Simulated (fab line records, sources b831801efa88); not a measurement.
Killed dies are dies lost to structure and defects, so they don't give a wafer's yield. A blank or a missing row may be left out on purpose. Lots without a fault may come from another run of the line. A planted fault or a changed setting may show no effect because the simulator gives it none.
fab line records | flow gf180mcu
record lots=7 wafers=21 last_day=33
route steps=602 shown V4@485
lots that met no fault: from a run of the same line without faults
start_h: hours from the record's first day to the start of the lot's first wafer shown | wait_h: hours since the lot's step before | " the same as in the row above | L1.1+2: a row that stands for several wafers | - no value, or no start given | * or withheld: withheld | < > ~ a bound
route shown NAME@n: a module of which the file shows steps, and the number in the route of the first | usual: mean/standard deviation of fault-free wafers | same: alike in all rows | chamber/n: place in a boat | sites: the reading at each site | _std_site: their standard deviation | _edge_site: outer sites' mean less inner sites' | radius_mm: how far each site lies from the wafer's centre | mask NAME#n: copy n | behind: the tool/chamber that last shaped the wafer | hold: why the lot was held/for how many hours/how that ended | device: the transistor (n, p or np) that didn't switch | end of line: the same wafers' tests at the end of the route | a step without rows: its recipe alone | killed: dies lost to structure and defects at the first sort, not the wafer's yield | map: a wafer's dies, x killed, . not, _ none there
set.NAME: the setting as run; set.NAME@STEP: as run at that earlier step | model.NAME: the simulator's own value behind a step, which no gauge read
lots at some steps of the route; a table a step, a row a wafer
services: from which hour (start_h, from the record's first day; less than 0 if before it) a tool's chamber was out of use, for how many hours, and why
## steps
# step GF_V4_COAT_09
# recipe resist=KrF spin_rpm=withheld resist_thk_nm=1000
# step GF_V4_SOFTBAKE_10
# recipe temp_c=130 time_s=60 resist=KrF
# step GF_V4_EXPOSE_11
# recipe mask_id=Via4 target_cd_nm=260 na=0.68 source_shape=conventional sigma_outer=0.6 dose_mj=38
# step GF_V4_PEB_12
# recipe peb_temp_c=135 peb_time_s=90 resist=KrF
# step GF_V4_DEVELOP_13
# recipe develop_time_s=60 resist=KrF dev_temp_c=21
# step GF_V4_CD_MEAS_14
# recipe target_cd_nm=260
# usual cd_nm=260.2/1
# columns lot.wafer tool chamber start_h wait_h cd_nm
L915.1 cd_sem-02 - 575.57 0.1 260.9
L915.2 " - " " 259.8
L915.3 " - " " 259.6
L918.1 cd_sem-01 - 596.14 0.1 260.9
L918.3 " - " " 260.5
L918.6 " - " " 260.9
L919.4 cd_sem-02 - 606.24 0.1 261.0
L919.5 " - " " 262.2
L919.6 " - " " 261.0
L920.1 cd_sem-02 - 611.37 0.1 261.0
L920.5 " - " " 260.6
L920.6 " - " " 261.0
L929.1 cd_sem-01 - 676.93 0.1 259.8
L929.4 " - " " 260.6
L929.6 " - " " 259.7
L930.2 cd_sem-01 - 685.39 0.1 261.3
L930.3 " - " " 261.1
L930.5 " - " " 261.2
L931.2 cd_sem-02 - 692.70 0.1 259.1
L931.3 " - " " 258.9
L931.5 " - " " 260.0
# step GF_V4_OVL_MEAS_15
# usual V4_OVL=2/6
# columns lot.wafer tool chamber start_h wait_h V4_OVL[nm]
L915.1 overlay-02 - 575.69 0.1 5
L915.2 " - " " 0
L915.3 " - " " 16
L918.1 overlay-01 - 596.26 0.1 -6
L918.3 " - " " -5
L918.6 " - " " -6
L919.4 overlay-02 - 606.32 0.1 -2
L919.5 " - " " 8
L919.6 " - " " -5
L920.1 overlay-02 - 611.49 0.1 3
L920.5 " - " " -10
L920.6 " - " " -1
L929.1 overlay-02 - 677.05 0.1 11
L929.4 " - " " 2
L929.6 " - " " 13
L930.2 overlay-02 - 685.49 0.1 -3
L930.3 " - " " 2
L930.5 " - " " -3
L931.2 overlay-02 - 692.81 0.1 4
L931.3 " - " " 6
L931.5 " - " " -4
# step GF_V4_ETCH_16
# recipe chemistry=N2/H2 target_depth_a=withheld overetch_a=withheld time_s=withheld target=BARC ion_energy_ev=200 source_w=500 bias_w=100 pressure_mtorr=30 n2_flow_sccm=100 h2_flow_sccm=200
# usual chamber_pressure_mTorr=30.002/0.026 drypump_motor_current_A=5.9/0.43 n2_flow_sccm=99.99/0.29 oes_product_au=0.855/0.0048 throttle_valve_pct=13.225/0.01
# columns lot.wafer tool chamber start_h wait_h chamber_pressure_mTorr drypump_motor_current_A n2_flow_sccm oes_product_au throttle_valve_pct
L915.1 rie_diel-04 3 575.72 0.0 30.024 6.3 99.76 0.846 13.227
L915.2 " 2 " " 30.027 5.7 99.75 0.850 13.224
L915.3 " 0 " " 29.996 6.1 100.27 0.858 13.235
L918.1 rie_diel-03 1 596.29 0.0 30.008 6.5 99.73 0.849 13.219
L918.3 " 0 " " 30.043 5.8 99.81 0.855 13.226
L918.6 " 3 " " 30.021 5.5 100.28 0.857 13.228
L919.4 rie_diel-03 0 606.34 0.0 30.007 5.8 99.90 0.852 13.220
L919.5 " 3 " " 30.005 5.6 99.89 0.850 13.210
L919.6 " 2 " " 30.011 6.4 99.98 0.852 13.227
L920.1 rie_diel-04 0 611.52 0.0 29.988 6.0 100.04 0.848 13.213
L920.5 " 1 " " 30.038 5.0 99.63 0.861 13.210
L920.6 " 2 " " 29.953 5.6 100.27 0.853 13.227
L929.1 rie_diel-03 1 677.09 0.0 29.988 6.4 99.68 0.862 13.225
L929.4 " 3 " " 29.986 5.6 100.22 0.858 13.228
L929.6 " 2 " " 30.023 6.3 100.08 0.856 13.208
L930.2 rie_diel-02 0 685.52 0.0 29.998 6.2 99.68 0.856 13.228
L930.3 " 3 " " 29.982 6.2 99.95 0.852 13.216
L930.5 " 0 " " 30.005 6.2 99.93 0.844 13.205
L931.2 rie_diel-03 1 692.84 0.0 29.957 6.5 100.25 0.856 13.223
L931.3 " 3 " " 29.998 5.6 100.13 0.865 13.217
L931.5 " 1 " " 30.035 6.5 100.48 0.854 13.229
# step GF_V4_ETCH_17
# recipe chemistry=C4F8/O2/Ar mask_material=KrF target=SiO2 stop_on=TiN source_w=1500 bias_w=1200 pressure_mtorr=40 c4f8_flow_sccm=withheld O2_flow_sccm=6 Ar_flow_sccm=300 time_s=withheld target_depth_a=6300
# usual chamber_pressure_mTorr=40.00/0.036 oes_product_au=0.856/0.0044
# columns lot.wafer tool chamber start_h wait_h chamber_pressure_mTorr oes_product_au
L915.1 rie_diel-04 3 - - 40.01 0.858
L915.2 " 2 " " 40.03 0.853
L915.3 " 0 " " 40.01 0.856
L918.1 rie_diel-03 1 - - 40.02 0.859
L918.3 " 0 " " 39.97 0.845
L918.6 " 3 " " 39.99 0.861
L919.4 rie_diel-03 0 - - 39.99 0.852
L919.5 " 3 " " 39.98 0.861
L919.6 " 2 " " 39.98 0.849
L920.1 rie_diel-04 0 - - 40.04 0.852
L920.5 " 1 " " 40.03 0.849
L920.6 " 2 " " 40.03 0.861
L929.1 rie_diel-03 1 - - 40.06 0.852
L929.4 " 3 " " 39.98 0.854
L929.6 " 2 " " 40.02 0.855
L930.2 rie_diel-02 0 - - 40.05 0.853
L930.3 " 3 " " 40.02 0.853
L930.5 " 0 " " 39.96 0.857
L931.2 rie_diel-03 1 - - 39.93 0.863
L931.3 " 3 " " 40.00 0.856
L931.5 " 1 " " 39.98 0.861
# step GF_V4_STRIP_18
# recipe chemistry=O2/N2 power_w=1400 pressure_mtorr=1500 platen_temp_c=250 o2_flow_sccm=3000 n2_flow_sccm=300 overash_fraction=0.5
# usual chamber_pressure_mTorr=1499.9/1.4 drypump_motor_current_A=6.1/0.34 heater_power_w=334/23 n2_flow_sccm=299.8/0.91 oes_product_au=0.593/0.0042
# columns lot.wafer tool chamber start_h wait_h chamber_pressure_mTorr drypump_motor_current_A heater_power_w n2_flow_sccm oes_product_au rf_hours_counter_h
L915.1 plasma_asher-02 1 575.85 - 1501.6 6.2 335 299.7 0.594 96
L915.2 " 0 " " 1501.0 6.3 337 300.7 0.591 96
L915.3 " 1 " " 1499.1 6.2 339 301.2 0.592 -
L918.1 plasma_asher-02 0 596.42 - 1501.9 6.3 341 301.0 0.587 98
L918.3 " 1 " " 1501.3 6.2 343 300.2 0.588 -
L918.6 " 0 " " 1500.6 6.3 334 300.4 0.584 -
L919.4 plasma_asher-01 0 606.50 - 1502.1 6.3 365 298.9 0.592 -
L919.5 " 0 " " 1497.7 6.3 369 299.5 0.596 -
L919.6 " 1 " " 1499.3 5.4 334 299.9 0.586 -
L920.1 plasma_asher-01 1 611.65 - 1502.3 5.4 323 299.2 0.591 21
L920.5 " 1 " " 1501.3 5.4 326 297.4 0.589 -
L920.6 " 0 " " 1500.8 6.3 373 298.9 0.592 -
L929.1 plasma_asher-04 1 677.22 - 1501.1 6.5 333 301.3 0.597 59
L929.4 " 1 " " 1501.9 6.4 351 301.1 0.588 -
L929.6 " 1 " " 1499.1 6.5 338 300.8 0.587 -
L930.2 plasma_asher-01 1 685.65 - 1500.3 5.4 333 299.0 0.592 28
L930.3 " 1 " " 1499.3 5.4 332 298.3 0.589 -
L930.5 " 1 " " 1498.9 5.4 328 298.9 0.587 -
L931.2 plasma_asher-01 0 692.97 - 1499.5 6.3 371 300.4 0.595 29
L931.3 " 0 " " 1501.0 6.3 383 298.1 0.597 -
L931.5 " 0 " " 1501.5 6.3 361 300.4 0.595 -
# step GF_V4_STRIP_19
# recipe chemistry=post_etch_residue_remover time_s=1200 temp_c=72.5
# step GF_V4_CLEAN_20
# recipe chemistry=DIW dry=n2_spin
# step GF_V4_SPUTTER_21
# recipe material=Ti target_thk_nm=15 chamber_pressure_pa=5 power_w=2500 substrate_temp_c=200 time_s=80.02
# usual cathode_dc_power_W=2500.0/0.45 chamber_pressure_pa=4.998/0.01 throttle_valve_pct=30.2/1.1
# columns lot.wafer tool chamber start_h wait_h cathode_dc_power_W chamber_pressure_pa throttle_valve_pct
L915.1 pvd_sputter-01 - 576.39 0.0 2500.0 4.983 29.5
L915.2 " - " " 2499.7 4.997 31.9
L915.3 " - " " 2499.6 4.998 28.5
L918.1 pvd_sputter-01 - 596.99 0.0 - - -
L918.3 " - " " - - -
L918.6 " - " " - - -
L919.4 pvd_sputter-04 - 607.00 0.0 - - -
L919.5 " - " " - - -
L919.6 " - " " - - -
L920.1 pvd_sputter-04 - 612.18 0.0 - - -
L920.5 " - " " - - -
L920.6 " - " " - - -
L929.1 pvd_sputter-04 - 677.81 0.0 2499.6 5.003 30.4
L929.4 " - " " 2500.3 4.996 30.3
L929.6 " - " " 2499.6 5.007 30.5
L930.2 pvd_sputter-01 - 686.18 0.0 2500.0 4.973 28.6
L930.3 " - " " 2499.8 4.981 32.0
L930.5 " - " " 2499.5 5.010 29.5
L931.2 pvd_sputter-04 - 693.50 0.0 2500.1 5.009 30.1
L931.3 " - " " 2499.7 4.995 31.4
L931.5 " - " " 2499.6 5.012 29.9
# step GF_V4_SPUTTER_22
# recipe material=TiN target_thk_nm=10 chamber_pressure_pa=5 power_w=4000 time_s=40
# usual cathode_dc_power_W=4000.0/0.71 chamber_pressure_pa=5.000/0.01 throttle_valve_pct=30.2/1.1
# columns lot.wafer tool chamber start_h wait_h cathode_dc_power_W chamber_pressure_pa throttle_valve_pct
L915.1 pvd_sputter-01 - 576.45 0.0 3999.5 4.996 29.6
L915.2 " - " " 3999.7 5.005 32.0
L915.3 " - " " 3999.8 5.003 28.4
L918.1 pvd_sputter-01 - 597.05 0.0 3999.9 4.992 29.3
L918.3 " - " " 3999.9 4.998 28.5
L918.6 " - " " 4000.8 4.999 29.2
L919.4 pvd_sputter-04 - 607.06 0.0 3999.8 5.000 31.7
L919.5 " - " " 3999.4 4.991 31.5
L919.6 " - " " 3999.9 4.988 30.6
L920.1 pvd_sputter-04 - 612.25 0.0 3999.4 5.007 31.3
L920.5 " - " " 3999.1 4.994 30.6
L920.6 " - " " 4000.5 4.992 31.6
L929.1 pvd_sputter-04 - 677.87 0.0 4000.6 4.999 30.5
L929.4 " - " " 4000.4 4.991 29.6
L929.6 " - " " 4000.0 5.000 30.9
L930.2 pvd_sputter-01 - 686.25 0.0 4000.3 5.010 28.5
L930.3 " - " " 3999.9 4.989 32.2
L930.5 " - " " 4000.1 5.008 29.4
L931.2 pvd_sputter-04 - 693.56 0.0 3999.4 5.010 30.5
L931.3 " - " " 3999.4 5.007 31.6
L931.5 " - " " 4001.1 5.004 29.7
## services
# columns tool chamber start_h hours kind
rie_diel-02 1 567.50 4.3 repair
rie_diel-02 - 569.86 2.4 repair
pvd_sputter-04 - 581.81 2.1 repair
rie_diel-02 - 582.12 14.6 pm
rie_diel-04 - 614.44 0.2 repair
rie_diel-03 3 628.51 2.6 repair
rie_diel-04 3 628.64 3.2 repair
pvd_sputter-01 - 643.68 2.7 repair
rie_diel-03 3 647.16 4.3 repair
plasma_asher-04 - 655.33 2.8 pm
plasma_asher-01 - 667.04 1.1 repair
pvd_sputter-04 - 683.55 1.5 repair
plasma_asher-04 - 689.54 4.9 repair
rie_diel-02 - 690.86 0.9 repair
## key
first_sign step=GF_V4_SPUTTER_21 reading=tool_record direction=missing
effect none on later readings
met_at GF_V4_SPUTTER_21
struck_wafers L918.1,L918.3,L918.6,L919.4,L919.5,L919.6,L920.1,L920.5,L920.6
later_rows_left_out L918.1,L918.3,L918.6,L919.4,L919.5,L919.6,L920.1,L920.5,L920.6
sort_left_out L918.1,L918.3,L918.6,L919.4,L919.5,L919.6,L920.1,L920.5,L920.6
onset_between 576.39 596.99
fault kind=skipped_step_whole tool=pvd_sputter-01,pvd_sputter-04 chamber=- onset_h=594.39 steps=GF_V4_SPUTTER_21 scope=struck_lots_only
# sort_left_out: the simulated sort isn't trusted on such a fault, so these wafers' sort isn't shown, and their yield isn't known
# later_rows_left_out: the simulator's readings of these wafers behind a module that went badly wrong aren't trusted and aren't shown, but for the sort
